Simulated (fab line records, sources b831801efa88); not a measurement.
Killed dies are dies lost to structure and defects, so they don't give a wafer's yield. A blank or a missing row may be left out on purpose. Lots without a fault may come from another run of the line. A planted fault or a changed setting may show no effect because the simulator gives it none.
fab line records | flow sky130
record lots=6 wafers=18 last_day=49
route steps=708 shown METAL3@534 CAPM@537
lots that met no fault: from a run of the same line without faults
start_h: hours from the record's first day to the start of the lot's first wafer shown | wait_h: hours since the lot's step before | " the same as in the row above | L1.1+2: a row that stands for several wafers | - no value, or no start given | * or withheld: withheld | < > ~ a bound
route shown NAME@n: a module of which the file shows steps, and the number in the route of the first | usual: mean/standard deviation of fault-free wafers | same: alike in all rows | chamber/n: place in a boat | sites: the reading at each site | _std_site: their standard deviation | _edge_site: outer sites' mean less inner sites' | radius_mm: how far each site lies from the wafer's centre | mask NAME#n: copy n | behind: the tool/chamber that last shaped the wafer | hold: why the lot was held/for how many hours/how that ended | device: the transistor (n, p or np) that didn't switch | end of line: the same wafers' tests at the end of the route | a step without rows: its recipe alone | killed: dies lost to structure and defects at the first sort, not the wafer's yield | map: a wafer's dies, x killed, . not, _ none there
set.NAME: the setting as run; set.NAME@STEP: as run at that earlier step | model.NAME: the simulator's own value behind a step, which no gauge read
lots at some steps of the route; a table a step, a row a wafer
services: from which hour (start_h, from the record's first day; less than 0 if before it) a tool's chamber was out of use, for how many hours, and why
## steps
# step SKY_METAL3_SPUTTER_02
# recipe material=AlCu target_thk_nm=735 power_w=10600 time_s=39.1 chamber_pressure_pa=0.4
# usual throttle_valve_pct=29.9/0.94
# columns lot.wafer tool chamber start_h wait_h throttle_valve_pct
L592.2 pvd_sputter-01 - 919.94 0.0 28.2
L592.4 " - " " 30.3
L592.6 " - " " 30.6
L591.2 pvd_sputter-04 - 920.29 0.0 29.1
L591.4 " - " " 30.6
L591.5 " - " " 30.6
L598.1 pvd_sputter-04 - 963.48 0.0 30.6
L598.3 " - " " 30.5
L598.4 " - " " 28.8
L601.1 pvd_sputter-03 - 976.71 0.0 31.3
L601.3 " - " " 30.3
L601.5 " - " " 29.4
L602.3 pvd_sputter-04 - 978.51 0.0 30.6
L602.5 " - " " 29.1
L602.6 " - " " 30.1
L604.1 pvd_sputter-04 - 987.77 0.0 30.7
L604.3 " - " " 30.1
L604.5 " - " " 30.2
# step SKY_METAL3_SPUTTER_03
# recipe material=Ti target_thk_nm=5 power_w=3000 time_s=3.3 chamber_pressure_pa=0.4
# usual throttle_valve_pct=29.9/0.91
# columns lot.wafer tool chamber start_h wait_h throttle_valve_pct
L592.2 pvd_sputter-01 - 919.98 0.0 28.1
L592.4 " - " " 30.4
L592.6 " - " " 30.0
L591.2 pvd_sputter-04 - 920.33 0.0 29.1
L591.4 " - " " 30.7
L591.5 " - " " 30.7
L598.1 pvd_sputter-04 - 963.52 0.0 30.7
L598.3 " - " " 30.9
L598.4 " - " " 29.0
L601.1 pvd_sputter-03 - 976.75 0.0 31.8
L601.3 " - " " 30.3
L601.5 " - " " 29.8
L602.3 pvd_sputter-04 - 978.54 0.0 30.8
L602.5 " - " " 28.9
L602.6 " - " " 30.0
L604.1 pvd_sputter-04 - 987.81 0.0 30.8
L604.3 " - " " 30.1
L604.5 " - " " 30.3
# step SKY_METAL3_SPUTTER_04
# recipe material=TiN target_thk_nm=70 power_w=6500 time_s=58.3 chamber_pressure_pa=0.4
# usual throttle_valve_pct=29.8/0.93
# columns lot.wafer tool chamber start_h wait_h throttle_valve_pct
L592.2 pvd_sputter-01 - 920.00 0.0 28.1
L592.4 " - " " 30.3
L592.6 " - " " 30.4
L591.2 pvd_sputter-04 - 920.35 0.0 29.0
L591.4 " - " " 30.8
L591.5 " - " " 30.6
L598.1 pvd_sputter-04 - 963.53 0.0 30.6
L598.3 " - " " 30.8
L598.4 " - " " 29.3
L601.1 pvd_sputter-03 - 976.77 0.0 31.7
L601.3 " - " " 30.3
L601.5 " - " " 29.8
L602.3 pvd_sputter-04 - 978.56 0.0 30.8
L602.5 " - " " 28.8
L602.6 " - " " 30.1
L604.1 pvd_sputter-04 - 987.83 0.0 30.8
L604.3 " - " " 30.2
L604.5 " - " " 30.0
# step SKY_CAPM_CVD_00
# recipe material=SiO2 target_thk_nm=15.5 temp_c=400 time_s=withheld rf_w=450
# usual heater_power_w=787/78
# columns lot.wafer tool chamber start_h wait_h heater_power_w
L592.2 pecvd-03 0 920.05 0.0 599
L592.4 " 0 " " 610
L592.6 " 1 " " 688
L591.2 pecvd-04 0 920.40 0.0 766
L591.4 " 2 " " 813
L591.5 " 1 " " 865
L598.1 pecvd-04 1 963.58 0.0 914
L598.3 " 0 " " 778
L598.4 " 2 " " 814
L601.1 pecvd-04 0 976.82 0.0 846
L601.3 " 2 " " 818
L601.5 " 1 " " 778
L602.3 pecvd-01 1 978.61 0.0 798
L602.5 " 1 " " 813
L602.6 " 0 " " 784
L604.1 pecvd-04 1 987.88 0.0 877
L604.3 " 2 " " 755
L604.5 " 1 " " 905
# step SKY_CAPM_THK_MEAS_01
# recipe reads=SiO2_of_CAPM_CVD_00
# usual CAPM_CVD_00_THK=15.46/0.26
# columns lot.wafer tool chamber start_h wait_h CAPM_CVD_00_THK[nm]
L592.2 film_metro-02 - 920.08 - 15.31
L592.4 " - " " 15.35
L592.6 " - " " 15.37
L591.2 film_metro-02 - 920.43 - 15.06
L591.4 " - " " 15.65
L591.5 " - " " 15.41
L598.1 film_metro-03 - 963.61 - 15.05
L598.3 " - " " 15.33
L598.4 " - " " 15.62
L601.1 film_metro-04 - 976.84 - 15.01
L601.3 " - " " 15.20
L601.5 " - " " 14.97
L602.3 film_metro-03 - 978.65 - 15.21
L602.5 " - " " 15.26
L602.6 " - " " 15.53
L604.1 film_metro-02 - 987.90 - 15.00
L604.3 " - " " 15.68
L604.5 " - " " 15.37
# step SKY_CAPM_SPUTTER_02
# recipe material=TiN target_thk_nm=200 temp_c=300 power_w=6500 time_s=166.7 chamber_pressure_pa=0.4
# usual throttle_valve_pct=29.9/1.3
# columns lot.wafer tool chamber start_h wait_h throttle_valve_pct
L592.2 pvd_sputter-03 - 920.13 0.0 31.8
L592.4 " - " " 29.7
L592.6 " - " " 31.5
L591.2 pvd_sputter-02 - 920.48 0.0 30.6
L591.4 " - " " 28.6
L591.5 " - " " 30.7
L598.1 pvd_sputter-01 - 963.67 0.1 28.9
L598.3 " - " " 30.3
L598.4 " - " " 30.1
L601.1 pvd_sputter-01 - 976.90 0.1 30.6
L601.3 " - " " 28.2
L601.5 " - " " 28.0
L602.3 pvd_sputter-02 - 978.69 0.0 29.0
L602.5 " - " " 30.5
L602.6 " - " " 29.0
L604.1 pvd_sputter-03 - 987.96 0.1 29.4
L604.3 " - " " 31.8
L604.5 " - " " 30.4
# step SKY_CAPM_RS_MEAS_03
# recipe thk_meas_gauge=four-point-probe reads=TiN_of_CAPM_SPUTTER_02
# usual CAPM_TIN_RS=6.89/0.096
# columns lot.wafer tool chamber start_h wait_h CAPM_TIN_RS[ohm/sq]
L592.2 film_metro-03 - 920.26 0.1 6.73
L592.4 " - " " 6.75
L592.6 " - " " 6.77
L591.2 film_metro-03 - 920.61 0.1 6.90
L591.4 " - " " 6.79
L591.5 " - " " 6.90
L598.1 film_metro-02 - 963.77 0.1 6.87
L598.3 " - " " 6.97
L598.4 " - " " 6.94
L601.1 film_metro-03 - 977.01 0.1 6.69
L601.3 " - " " 6.94
L601.5 " - " " 6.96
L602.3 film_metro-02 - 978.87 0.1 6.99
L602.5 " - " " 7.02
L602.6 " - " " 6.95
L604.1 film_metro-04 - 988.07 0.1 6.94
L604.3 " - " " 6.95
L604.5 " - " " 7.12
# step SKY_CAPM_THK_MEAS_04
# recipe thk_meas_gauge=xrf reads=TiN_of_CAPM_SPUTTER_02
# usual CAPM_TIN_THK=202.6/2.9
# columns lot.wafer tool chamber start_h wait_h CAPM_TIN_THK[nm]
L592.2 film_metro-03 - 920.37 0.1 207.3
L592.4 " - " " 206.2
L592.6 " - " " 205.4
L591.2 film_metro-03 - 920.72 0.1 202.3
L591.4 " - " " 205.5
L591.5 " - " " 201.5
L598.1 film_metro-02 - 963.89 0.1 203.6
L598.3 " - " " 200.8
L598.4 " - " " 201.2
L601.1 film_metro-03 - 977.13 0.1 207.7
L601.3 " - " " 200.2
L601.5 " - " " 200.2
L602.3 film_metro-02 - 978.97 0.1 200.7
L602.5 " - " " 199.5
L602.6 " - " " 200.7
L604.1 film_metro-04 - 988.19 0.1 202.1
L604.3 " - " " 201.0
L604.5 " - " " 195.9
# step SKY_CAPM_DEHYDRATE_05
# recipe temp_c=200 time_s=60
# step SKY_CAPM_HMDS_06
# recipe prime_time_s=60 prime_temp_c=120
# step SKY_CAPM_COAT_07
# recipe resist=NOVOLAK spin_rpm=3000 resist_thk_nm=1140
# step SKY_CAPM_SOFTBAKE_08
# recipe temp_c=90 time_s=60 resist=NOVOLAK
# step SKY_CAPM_EXPOSE_09
# recipe mask_id=CAPM na=0.6 source_shape=conventional sigma_outer=0.6 polarization=unpolarized target_cd_nm=1000 dose_mj=159
# usual exposure_dose_mJ_cm2=158.98/0.16 focus_offset_nm=0.0/0.47
# columns lot.wafer tool chamber start_h wait_h mask exposure_dose_mJ_cm2 focus_offset_nm
L592.2 iline_stepper-01 - 932.65 - CAPM#0 - -
L592.4 " - " " CAPM#0 - -
L592.6 " - " " CAPM#0 - -
L591.2 iline_stepper-01 - 933.25 - CAPM#0 - -
L591.4 " - " " CAPM#0 - -
L591.5 " - " " CAPM#0 - -
L598.1 iline_stepper-01 0 975.72 - CAPM#0 158.83 -0.1
L598.3 " 0 " " CAPM#0 159.04 0.0
L598.4 " 0 " " CAPM#0 158.97 1.0
L601.1 iline_stepper-01 0 989.31 - CAPM#0 158.95 -0.3
L601.3 " 0 " " CAPM#0 159.15 0.2
L601.5 " 0 " " CAPM#0 158.83 0.8
L602.3 iline_stepper-01 0 990.97 - CAPM#0 158.90 0.5
L602.5 " 0 " " CAPM#0 158.71 0.7
L602.6 " 0 " " CAPM#0 159.05 0.2
L604.1 iline_stepper-01 0 999.49 - CAPM#0 159.02 -0.6
L604.3 " 0 " " CAPM#0 159.01 -0.2
L604.5 " 0 " " CAPM#0 159.16 -0.3
# step SKY_CAPM_PEB_10
# recipe temp_c=withheld time_s=* resist=NOVOLAK
## services
# columns tool chamber start_h hours kind
iline_stepper-01 - 917.46 1.7 pm
pecvd-01 - 919.74 14.6 pm
pvd_sputter-04 - 925.24 1.1 repair
pecvd-03 0 934.12 5.0 scheduled_down
pecvd-01 2 944.22 9.1 repair
pecvd-01 - 947.07 1.6 repair
pvd_sputter-03 - 963.70 4.5 repair
pvd_sputter-01 - 964.37 5.4 repair
pecvd-03 0 971.31 2.1 scheduled_down
pvd_sputter-01 - 987.62 4.3 repair
pvd_sputter-01 - 988.26 2.9 repair
## key
first_sign step=SKY_CAPM_EXPOSE_09 reading=tool_record direction=missing
effect none on later readings
met_at SKY_CAPM_EXPOSE_09
struck_wafers L591.2,L591.4,L591.5,L592.2,L592.4,L592.6
later_rows_left_out L591.2,L591.4,L591.5,L592.2,L592.4,L592.6
sort_left_out L591.2,L591.4,L591.5,L592.2,L592.4,L592.6
fault kind=skipped_step_whole tool=iline_stepper-01 chamber=- onset_h=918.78 steps=SKY_CAPM_EXPOSE_09 scope=struck_lots_only
# sort_left_out: the simulated sort isn't trusted on such a fault, so these wafers' sort isn't shown, and their yield isn't known
# later_rows_left_out: the simulator's readings of these wafers behind a module that went badly wrong aren't trusted and aren't shown, but for the sort
